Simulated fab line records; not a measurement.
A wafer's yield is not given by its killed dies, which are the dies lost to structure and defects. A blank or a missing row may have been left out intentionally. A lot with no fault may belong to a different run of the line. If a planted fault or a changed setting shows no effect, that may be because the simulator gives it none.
Chamber matching -- flow gf180mcu -- GF_V1_CMP_26 on cmp-02 has 4 sister chambers
The step polishes, stops on SiO2, t overpolish 15 s, target thk 0 nm. 8 wafers are shown with their chamber, then 11 later ones without.

## WAFERS PAIRED WITH THEIR CHAMBERS
wafer,chamber,motorCurrentA (A),timeToEndpointS (s)
L783.5,3,13.0,90
L782.2,0,10.7,86
L782.3,3,13.1,88
L782.4,2,10.2,89
L784.1,2,10.8,89
L784.2,0,10.4,85
L784.4,1,11.0,85
L785.2,1,11.2,86

## WAFERS WITH NO CHAMBER GIVEN
wafer,motorCurrentA (A),timeToEndpointS (s)
L785.4,10.7,90
L785.6,11.1,88
L786.3,10.5,86
L786.4,11.3,87
L786.5,12.8,91
L787.4,10.6,88
L787.5,10.2,89
L787.6,10.8,88
L788.2,10.6,86
L788.3,13.2,86
L788.5,11.3,86

## WHICH CHAMBER EACH WENT THROUGH
wafer,from the rows above,in truth
L785.4,2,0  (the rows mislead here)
L785.6,can't be placed: 2 or 1 or 0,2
L786.3,can't be placed: 0 or 1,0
L786.4,can't be placed: 1 or 0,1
L786.5,3,3
L787.4,can't be placed: 2 or 0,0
L787.5,2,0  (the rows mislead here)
L787.6,can't be placed: 2 or 0 or 1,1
L788.2,can't be placed: 0 or 1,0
L788.3,3,3
L788.5,1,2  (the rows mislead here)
Correctly placed: 2 of 11. Unplaceable from these rows: 6, with the true chamber sitting among the candidates in 6. 3 placed wrongly.
How it was worked out, from the rows above alone: a wafer's distance from a chamber is the root of the sum, over the readings, of the square of ((its reading less the chamber's mean) divided by the reading's scatter). The wafer belongs to the nearest chamber; if the next one is less than 2 further off, it can't be placed. For every chamber, the mean is computed from those of its wafers that are shown. The scatter: take each reading less its chamber's mean, square it, sum over the shown wafers, divide by the number of wafers less the number of chambers, and take the root.
